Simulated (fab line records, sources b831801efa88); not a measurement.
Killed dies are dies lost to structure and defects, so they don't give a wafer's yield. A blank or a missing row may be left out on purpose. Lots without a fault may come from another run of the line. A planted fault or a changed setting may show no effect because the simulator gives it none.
Which tool did it? | flow gf180mcu | 13 lots, 39 wafers sampled, at 5 steps of a route of 602

WHAT THE GAUGES READ, wafer by wafer
GF_HV_LDD_TW_MEAS_38. Usual: HV_LDD_3_TW 1438, standard deviation 8.
lot  | measured     | on            | HV_LDD_3_TW    | flag
L516 | day 12 06:53 | film_metro-01 | 1434 1439 1433 |
L518 | day 12 19:38 | film_metro-03 | 1451 1453 1444 |
L521 | day 13 22:44 | film_metro-04 | 1448 1450 1444 |
L522 | day 14 01:24 | film_metro-03 | 1448 1447 1444 |
L524 | day 14 15:46 | film_metro-01 | 1433 1437 1437 |
L525 | day 15 05:01 | film_metro-01 | 1428 1426 1427 |
L527 | day 15 15:01 | film_metro-01 | 1535 1539 1539 | OFF
L528 | day 16 01:23 | film_metro-04 | 1433 1442 1446 |
L533 | day 17 14:55 | film_metro-01 | 1539 1542 1529 | OFF
L534 | day 17 23:41 | film_metro-01 | 1435 1432 1423 |
L535 | day 18 06:13 | film_metro-01 | 1440 1438 1445 |
L537 | day 18 23:26 | film_metro-01 | 1432 1436 1444 |
L538 | day 19 07:43 | film_metro-04 | 1430 1439 1437 |

GF_HV_LDD_RS_MEAS_53: measures by four-point-probe. Usual: HV_LDD_RS 418.1 ohm/sq, standard deviation 0.82.
lot  | measured     | on            | HV_LDD_RS (ohm/sq) | flag
L516 | day 13 02:57 | film_metro-01 | 418.9 418.6 419.2  |
L518 | day 13 16:13 | film_metro-03 | 417.2 417.2 417.1  |
L521 | day 14 20:46 | film_metro-03 | 418.1 417.8 419.0  |
L522 | day 14 23:16 | film_metro-04 | 418.4 417.7 418.6  |
L524 | day 15 14:16 | film_metro-04 | 417.9 416.9 416.4  |
L525 | day 16 03:49 | film_metro-01 | 418.2 418.0 417.4  |
L527 | day 16 13:43 | film_metro-01 | 399.8 400.0 399.6  | OFF
L528 | day 17 00:25 | film_metro-03 | 419.5 418.3 418.2  |
L533 | day 18 14:19 | film_metro-01 | 399.8 400.2 399.3  | OFF
L534 | day 19 00:03 | film_metro-01 | 418.6 417.8 417.8  |
L535 | day 19 06:55 | film_metro-01 | 419.1 417.7 418.6  |
L537 | day 20 00:42 | film_metro-01 | 418.7 418.9 417.7  |
L538 | day 20 08:53 | film_metro-03 | 415.9 417.8 416.9  |

GF_PSD_CD_MEAS_07: target cd 400 nm. Usual: cd_nm 400.2 nm, standard deviation 2.5.
lot  | measured     | on        | cd_nm (nm)        | flag
L516 | day 14 23:42 | cd_sem-01 | 399.0 400.3 397.9 |
L518 | day 15 12:32 | cd_sem-01 | 401.0 399.7 400.9 |
L521 | day 16 20:08 | cd_sem-01 | 399.5 398.9 396.9 |
L522 | day 16 22:27 | cd_sem-01 | 399.9 402.6 399.5 |
L524 | day 17 14:35 | cd_sem-02 | 403.6 401.5 401.9 |
L525 | day 18 04:56 | cd_sem-01 | 403.3 401.2 401.4 |
L527 | day 18 16:06 | cd_sem-01 | 399.0 397.0 399.4 |
L528 | day 19 02:54 | cd_sem-01 | 398.9 398.2 398.3 |
L533 | day 20 17:50 | cd_sem-02 | 395.5 395.1 396.5 |
L534 | day 21 03:43 | cd_sem-01 | 401.2 400.2 401.6 |
L535 | day 21 11:20 | cd_sem-02 | 399.1 399.4 399.8 |
L537 | day 22 03:20 | cd_sem-01 | 399.3 397.4 399.5 |
L538 | day 22 12:16 | cd_sem-01 | 403.6 403.5 401.4 |

GF_CONTACT_CD_MEAS_14: target cd 220 nm. Usual: cd_nm 219.7 nm, standard deviation 1.4.
lot  | measured     | on        | cd_nm (nm)        | flag
L516 | day 16 23:04 | cd_sem-02 | 222.0 221.0 219.4 |
L518 | day 17 11:45 | cd_sem-02 | 219.6 220.1 218.7 |
L521 | day 18 23:26 | cd_sem-01 | 222.3 221.9 222.1 |
L522 | day 19 00:24 | cd_sem-01 | 219.1 219.2 219.7 |
L524 | day 19 18:25 | cd_sem-01 | 221.1 220.9 220.0 |
L525 | day 20 06:35 | cd_sem-02 | 219.2 218.9 219.6 |
L527 | day 20 18:47 | cd_sem-01 | 219.1 218.5 219.2 |
L528 | day 21 06:50 | cd_sem-01 | 221.8 221.1 222.0 |
L533 | day 22 19:36 | cd_sem-02 | 220.5 218.5 218.6 |
L534 | day 23 04:37 | cd_sem-02 | 220.0 219.6 218.8 |
L535 | day 23 12:52 | cd_sem-02 | 221.1 220.6 221.4 |
L537 | day 24 03:35 | cd_sem-02 | 221.0 219.4 221.1 |
L538 | day 24 12:07 | cd_sem-02 | 218.8 218.4 219.0 |

WHICH TOOL RAN EACH LOT (tool, then ch and the chambers of the sampled wafers, then the start)
lot  | GF_HV_LDD_IMPLANT_33
L516 | implanter-02 ch 0, day 12 06:13
L518 | implanter-02 ch 0, day 12 18:57
L521 | implanter-01 ch 0, day 13 22:03
L522 | implanter-04 ch 0, day 14 00:43
L524 | implanter-04 ch 0, day 14 15:04
L525 | implanter-01 ch 0, day 15 04:19
L527 | implanter-01 ch 0, day 15 14:01
L528 | implanter-02 ch 0, day 16 00:42
L533 | implanter-01 ch 0, day 17 13:39
L534 | implanter-01 ch 0, day 17 22:59
L535 | implanter-04 ch 0, day 18 05:31
L537 | implanter-04 ch 0, day 18 22:45
L538 | implanter-01 ch 0, day 19 07:01
- GF_HV_LDD_IMPLANT_33

WHAT THE TOOLS THEMSELVES READ (means of the sampled wafers that have a number; where no wafer has one, the mark that the record gives instead)
GF_HV_LDD_IMPLANT_33. Usual: dose_ions_cm2 7.498e+12, standard deviation 8.4e+09; end_station_pressure_torr 5.04e-06 Torr, standard deviation 2.6e-07.
lot  | tool         | dose_ions_cm2 | end_station_pressure_torr (Torr) | flag
L516 | implanter-02 | 7.506e+12     | 4.88e-06                         |
L518 | implanter-02 | 7.496e+12     | 5.01e-06                         |
L521 | implanter-01 | 7.492e+12     | 5.10e-06                         |
L522 | implanter-04 | 7.495e+12     | 5.04e-06                         |
L524 | implanter-04 | 7.498e+12     | 5.20e-06                         |
L525 | implanter-01 | 7.501e+12     | 4.94e-06                         |
L527 | implanter-01 | 7.501e+12     | 5.20e-06                         |
L528 | implanter-02 | 7.499e+12     | 5.12e-06                         |
L533 | implanter-01 | 7.492e+12     | 4.91e-06                         |
L534 | implanter-01 | 7.496e+12     | 4.78e-06                         |
L535 | implanter-04 | 7.496e+12     | 4.90e-06                         |
L537 | implanter-04 | 7.501e+12     | 5.15e-06                         |
L538 | implanter-01 | 7.509e+12     | 4.88e-06                         |

THE ANSWER, worked out from the rows above alone
Rule: a lot is off if the mean of its wafers that have a number lies more than 3 standard deviations from the usual mean. A lot without any number at a reading at which 4 lots or more have one is off too. The other lots that the step has rows for count as sound. The gauges are gone through in route order, then the tools' own readings, and for those a lot's mean is taken as printed above. The first step at which some lot is off is used, and at that step the reading that is off furthest; a lot without a number counts as furthest.
Off: L527, L533, at GF_HV_LDD_TW_MEAS_38 (HV_LDD_3_TW).
A tool fits if, at a process step before that reading, it ran every lot that is off, and no sound lot after the first of them. The gauges at GF_HV_LDD_TW_MEAS_38 are tried like those tools. None of those tried fits.

WHAT THE SIMULATOR HAD PUT IN
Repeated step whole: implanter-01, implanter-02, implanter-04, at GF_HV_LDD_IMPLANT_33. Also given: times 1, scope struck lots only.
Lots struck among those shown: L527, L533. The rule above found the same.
